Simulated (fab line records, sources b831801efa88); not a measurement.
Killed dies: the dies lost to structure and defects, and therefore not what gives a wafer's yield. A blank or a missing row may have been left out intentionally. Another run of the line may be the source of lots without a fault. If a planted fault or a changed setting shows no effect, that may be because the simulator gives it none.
Which tool is to blame? || flow sky130 || 13 lots with 39 wafers sampled at 5 steps, on a route of 708 steps

## WHAT EACH GAUGE READ, for each wafer
SKY_FIELD_ISO_THK_MEAS_04.
{"lot": "L772", "measured": "day 1 19:43", "on": "film_metro-01", "FIELD_ISO_CVD_03_THK (nm)": "163.1 164.2 163.8"}
{"lot": "L773", "measured": "day 2 03:37", "on": "film_metro-03", "FIELD_ISO_CVD_03_THK (nm)": "168.7 167.3 166.8"}
{"lot": "L774", "measured": "day 2 10:18", "on": "film_metro-04", "FIELD_ISO_CVD_03_THK (nm)": "167.3 166.0 166.3"}
{"lot": "L776", "measured": "day 2 16:49", "on": "film_metro-04", "FIELD_ISO_CVD_03_THK (nm)": "169.0 168.0 168.2"}
{"lot": "L777", "measured": "day 2 21:42", "on": "film_metro-01", "FIELD_ISO_CVD_03_THK (nm)": "166.6 166.6 167.1"}
{"lot": "L778", "measured": "day 3 01:10", "on": "film_metro-04", "FIELD_ISO_CVD_03_THK (nm)": "167.3 167.0 166.2"}
{"lot": "L785", "measured": "day 4 13:25", "on": "film_metro-03", "FIELD_ISO_CVD_03_THK (nm)": "165.9 166.0 166.3"}
{"lot": "L786", "measured": "day 4 17:26", "on": "film_metro-01", "FIELD_ISO_CVD_03_THK (nm)": "164.0 164.6 163.7"}
{"lot": "L789", "measured": "day 5 09:41", "on": "film_metro-03", "FIELD_ISO_CVD_03_THK (nm)": "162.8 164.7 164.3"}
{"lot": "L790", "measured": "day 5 14:43", "on": "film_metro-04", "FIELD_ISO_CVD_03_THK (nm)": "165.6 163.9 164.8"}
{"lot": "L791", "measured": "day 5 20:15", "on": "film_metro-04", "FIELD_ISO_CVD_03_THK (nm)": "164.9 165.3 165.3"}
{"lot": "L793", "measured": "day 6 04:54", "on": "film_metro-04", "FIELD_ISO_CVD_03_THK (nm)": "163.4 165.5 164.3"}
{"lot": "L794", "measured": "day 6 08:49", "on": "film_metro-03", "FIELD_ISO_CVD_03_THK (nm)": "165.3 165.9 164.7"}

SKY_VT_ADJUST_NCORE_TW_MEAS_11.
{"lot": "L772", "measured": "day 9 07:48", "on": "film_metro-04", "VT_ADJUST_NCORE_TW": "216.0 215.2 215.8"}
{"lot": "L773", "measured": "day 9 18:27", "on": "film_metro-03", "VT_ADJUST_NCORE_TW": "219.5 220.5 218.6"}
{"lot": "L774", "measured": "day 10 05:42", "on": "film_metro-03", "VT_ADJUST_NCORE_TW": "219.3 220.3 219.1"}
{"lot": "L776", "measured": "day 10 10:25", "on": "film_metro-04", "VT_ADJUST_NCORE_TW": "214.4 214.9 213.9"}
{"lot": "L777", "measured": "day 10 20:30", "on": "film_metro-01", "VT_ADJUST_NCORE_TW": "218.1 217.9 216.6"}
{"lot": "L778", "measured": "day 10 21:25", "on": "film_metro-01", "VT_ADJUST_NCORE_TW": "218.1 219.2 218.6"}
{"lot": "L785", "measured": "day 13 05:11", "on": "film_metro-04", "VT_ADJUST_NCORE_TW": "232.4 232.5 231.4"}
{"lot": "L786", "measured": "day 13 08:15", "on": "film_metro-04", "VT_ADJUST_NCORE_TW": "231.7 229.5 231.9"}
{"lot": "L789", "measured": "day 14 09:52", "on": "film_metro-04", "VT_ADJUST_NCORE_TW": "216.1 217.1 215.2"}
{"lot": "L790", "measured": "day 14 17:56", "on": "film_metro-04", "VT_ADJUST_NCORE_TW": "216.2 215.9 216.2"}
{"lot": "L791", "measured": "day 15 01:34", "on": "film_metro-04", "VT_ADJUST_NCORE_TW": "216.0 215.7 215.7"}
{"lot": "L793", "measured": "day 15 06:45", "on": "film_metro-03", "VT_ADJUST_NCORE_TW": "219.2 219.1 219.1"}
{"lot": "L794", "measured": "day 15 11:46", "on": "film_metro-01", "VT_ADJUST_NCORE_TW": "218.0 217.2 216.7"}

SKY_VT_ADJUST_HVTR_OVL_MEAS_08.
{"lot": "L772", "measured": "day 10 06:04", "on": "overlay-02", "VT_ADJUST_HVTR_OVL (nm)": "2.3 1.7 3.0"}
{"lot": "L773", "measured": "day 10 17:22", "on": "overlay-02", "VT_ADJUST_HVTR_OVL (nm)": "-0.3 -1.1 -1.4"}
{"lot": "L774", "measured": "day 11 04:37", "on": "overlay-01", "VT_ADJUST_HVTR_OVL (nm)": "2.3 2.3 3.8"}
{"lot": "L776", "measured": "day 11 10:04", "on": "overlay-02", "VT_ADJUST_HVTR_OVL (nm)": "0.3 0.4 0.1"}
{"lot": "L777", "measured": "day 11 20:44", "on": "overlay-02", "VT_ADJUST_HVTR_OVL (nm)": "1.0 -0.2 -0.8"}
{"lot": "L778", "measured": "day 11 21:43", "on": "overlay-01", "VT_ADJUST_HVTR_OVL (nm)": "-2.1 -1.7 -0.8"}
{"lot": "L785", "measured": "day 14 06:52", "on": "overlay-01", "VT_ADJUST_HVTR_OVL (nm)": "1.0 0.3 0.4"}
{"lot": "L786", "measured": "day 14 10:10", "on": "overlay-02", "VT_ADJUST_HVTR_OVL (nm)": "-1.9 -1.4 -1.7"}
{"lot": "L789", "measured": "day 15 12:32", "on": "overlay-02", "VT_ADJUST_HVTR_OVL (nm)": "-2.5 -0.5 -2.9"}
{"lot": "L790", "measured": "day 15 21:56", "on": "overlay-02", "VT_ADJUST_HVTR_OVL (nm)": "2.1 2.2 -0.1"}
{"lot": "L791", "measured": "day 16 05:02", "on": "overlay-02", "VT_ADJUST_HVTR_OVL (nm)": "-1.8 -1.0 -1.1"}
{"lot": "L793", "measured": "day 16 10:34", "on": "overlay-02", "VT_ADJUST_HVTR_OVL (nm)": "1.1 1.6 1.3"}
{"lot": "L794", "measured": "day 16 16:17", "on": "overlay-01", "VT_ADJUST_HVTR_OVL (nm)": "-0.5 0.0 0.3"}

SKY_VT_ADJUST_PCH_TW_MEAS_10.
{"lot": "L772", "measured": "day 11 05:39", "on": "film_metro-04", "VT_ADJUST_PCH_TW": "140.5 140.0 140.4"}
{"lot": "L773", "measured": "day 11 17:20", "on": "film_metro-02", "VT_ADJUST_PCH_TW": "143.5 144.3 143.7"}
{"lot": "L774", "measured": "day 12 05:05", "on": "film_metro-01", "VT_ADJUST_PCH_TW": "141.2 141.9 142.0"}
{"lot": "L776", "measured": "day 12 11:08", "on": "film_metro-02", "VT_ADJUST_PCH_TW": "143.6 143.5 143.4"}
{"lot": "L777", "measured": "day 12 22:24", "on": "film_metro-01", "VT_ADJUST_PCH_TW": "141.7 142.2 141.9"}
{"lot": "L778", "measured": "day 12 23:31", "on": "film_metro-02", "VT_ADJUST_PCH_TW": "143.9 144.1 144.1"}
{"lot": "L785", "measured": "day 15 09:32", "on": "film_metro-02", "VT_ADJUST_PCH_TW": "143.0 143.7 143.7"}
{"lot": "L786", "measured": "day 15 13:24", "on": "film_metro-01", "VT_ADJUST_PCH_TW": "141.7 141.7 141.7"}
{"lot": "L789", "measured": "day 16 17:31", "on": "film_metro-02", "VT_ADJUST_PCH_TW": "143.1 142.7 144.3"}
{"lot": "L790", "measured": "day 17 02:59", "on": "film_metro-01", "VT_ADJUST_PCH_TW": "143.3 143.3 142.7"}
{"lot": "L791", "measured": "day 17 09:34", "on": "film_metro-04", "VT_ADJUST_PCH_TW": "142.4 142.4 143.2"}
{"lot": "L793", "measured": "day 17 16:28", "on": "film_metro-02", "VT_ADJUST_PCH_TW": "143.7 143.8 143.9"}
{"lot": "L794", "measured": "day 17 21:50", "on": "film_metro-04", "VT_ADJUST_PCH_TW": "142.2 142.6 142.1"}

## WHAT TOOL EACH LOT RAN ON (gives the tool, then ch and the chambers of the sampled wafers, and finally the start)
{"lot": "L772", "SKY_VT_ADJUST_NCORE_IMPLANT_09": "implanter-03 ch 0, day 9 07:33"}
{"lot": "L773", "SKY_VT_ADJUST_NCORE_IMPLANT_09": "implanter-02 ch 0, day 9 18:12"}
{"lot": "L774", "SKY_VT_ADJUST_NCORE_IMPLANT_09": "implanter-03 ch 0, day 10 05:27"}
{"lot": "L776", "SKY_VT_ADJUST_NCORE_IMPLANT_09": "implanter-02 ch 0, day 10 10:10"}
{"lot": "L777", "SKY_VT_ADJUST_NCORE_IMPLANT_09": "implanter-04 ch 0, day 10 20:15"}
{"lot": "L778", "SKY_VT_ADJUST_NCORE_IMPLANT_09": "implanter-03 ch 0, day 10 21:11"}
{"lot": "L785", "SKY_VT_ADJUST_NCORE_IMPLANT_09": "implanter-02 ch 0, day 13 04:58"}
{"lot": "L786", "SKY_VT_ADJUST_NCORE_IMPLANT_09": "implanter-02 ch 0, day 13 07:57"}
{"lot": "L789", "SKY_VT_ADJUST_NCORE_IMPLANT_09": "implanter-04 ch 0, day 14 09:39"}
{"lot": "L790", "SKY_VT_ADJUST_NCORE_IMPLANT_09": "implanter-04 ch 0, day 14 17:44"}
{"lot": "L791", "SKY_VT_ADJUST_NCORE_IMPLANT_09": "implanter-04 ch 0, day 15 01:21"}
{"lot": "L793", "SKY_VT_ADJUST_NCORE_IMPLANT_09": "implanter-03 ch 0, day 15 06:30"}
{"lot": "L794", "SKY_VT_ADJUST_NCORE_IMPLANT_09": "implanter-03 ch 0, day 15 11:33"}
- SKY_VT_ADJUST_NCORE_IMPLANT_09

## WHAT THE TOOLS THEMSELVES READ (means of the sampled wafers that have a number; where no wafer has one, the mark that the record gives instead)
SKY_VT_ADJUST_NCORE_IMPLANT_09.
{"lot": "L772", "tool": "implanter-03", "beam_energy_keV": 9.9976, "dose_ions_cm2": 2.4016e+12}
{"lot": "L773", "tool": "implanter-02", "beam_energy_keV": 9.9993, "dose_ions_cm2": 2.3976e+12}
{"lot": "L774", "tool": "implanter-03", "beam_energy_keV": 9.9991, "dose_ions_cm2": 2.4018e+12}
{"lot": "L776", "tool": "implanter-02", "beam_energy_keV": 10.0003, "dose_ions_cm2": 2.3952e+12}
{"lot": "L777", "tool": "implanter-04", "beam_energy_keV": 10.0027, "dose_ions_cm2": 2.4019e+12}
{"lot": "L778", "tool": "implanter-03", "beam_energy_keV": 10.0012, "dose_ions_cm2": 2.3946e+12}
{"lot": "L785", "tool": "implanter-02", "beam_energy_keV": 13.4770, "dose_ions_cm2": 2.4020e+12}
{"lot": "L786", "tool": "implanter-02", "beam_energy_keV": 13.4787, "dose_ions_cm2": 2.4017e+12}
{"lot": "L789", "tool": "implanter-04", "beam_energy_keV": 9.9964, "dose_ions_cm2": 2.4007e+12}
{"lot": "L790", "tool": "implanter-04", "beam_energy_keV": 9.9941, "dose_ions_cm2": 2.3995e+12}
{"lot": "L791", "tool": "implanter-04", "beam_energy_keV": 9.9955, "dose_ions_cm2": 2.4001e+12}
{"lot": "L793", "tool": "implanter-03", "beam_energy_keV": 9.9969, "dose_ions_cm2": 2.3991e+12}
{"lot": "L794", "tool": "implanter-03", "beam_energy_keV": 9.9995, "dose_ions_cm2": 2.4008e+12}

## THE ANSWER, worked out from the rows above alone
Rule: usual is defined by the lots themselves. The widest of any qualifying gaps counts: lots, ordered by their means at a reading, are off when they make up no more than a third of the lots, leave a main group of 4 or more, and stand apart from it by 3 or more times the standard deviation of that group's means. The tables above print the reading to a certain number of digits; a main group whose means all agree to those digits is not used. Also off: a lot with no number at a reading for which 4 or more lots have one. Any other lot the step has rows for is counted as sound. After the gauges, taken in route order, come the tools' own readings; for these a lot's mean is taken, as printed above. At the first step where some lot is off, the reading lying furthest off is the one used; lots without a number count as furthest.
Off: at SKY_VT_ADJUST_NCORE_TW_MEAS_11 (VT_ADJUST_NCORE_TW), L785, L786. The main group has a mean of 217.3 with a standard deviation of 1.7.
If a tool, at a process step before that reading, ran all the lots that are off and no sound lot after the first of them, it fits. The gauges at SKY_VT_ADJUST_NCORE_TW_MEAS_11 aren't tried: what is off there is off at SKY_VT_ADJUST_NCORE_IMPLANT_09 too, on other tools, and a gauge's error can't cause that. One fits: implanter-02 at SKY_VT_ADJUST_NCORE_IMPLANT_09. A fault onset in the window from L776 (day 10 10:10, its last sound lot) to L785 (day 13 04:58, its first lot off) fits.
On the lots that are off, the tool's own readings at SKY_VT_ADJUST_NCORE_IMPLANT_09 differ by more than 5 times the standard deviation of the sound lots' means, which bears it out; beam_energy_keV reads 13.4779 there versus 9.9984 on the sound lots.

## WHAT HAD BEEN PUT IN BY THE SIMULATOR
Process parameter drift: implanter-02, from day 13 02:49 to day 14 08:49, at SKY_VT_ADJUST_NCORE_IMPLANT_09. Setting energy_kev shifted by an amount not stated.
Lots struck among those shown: L785, L786. The rule given above showed the same thing.
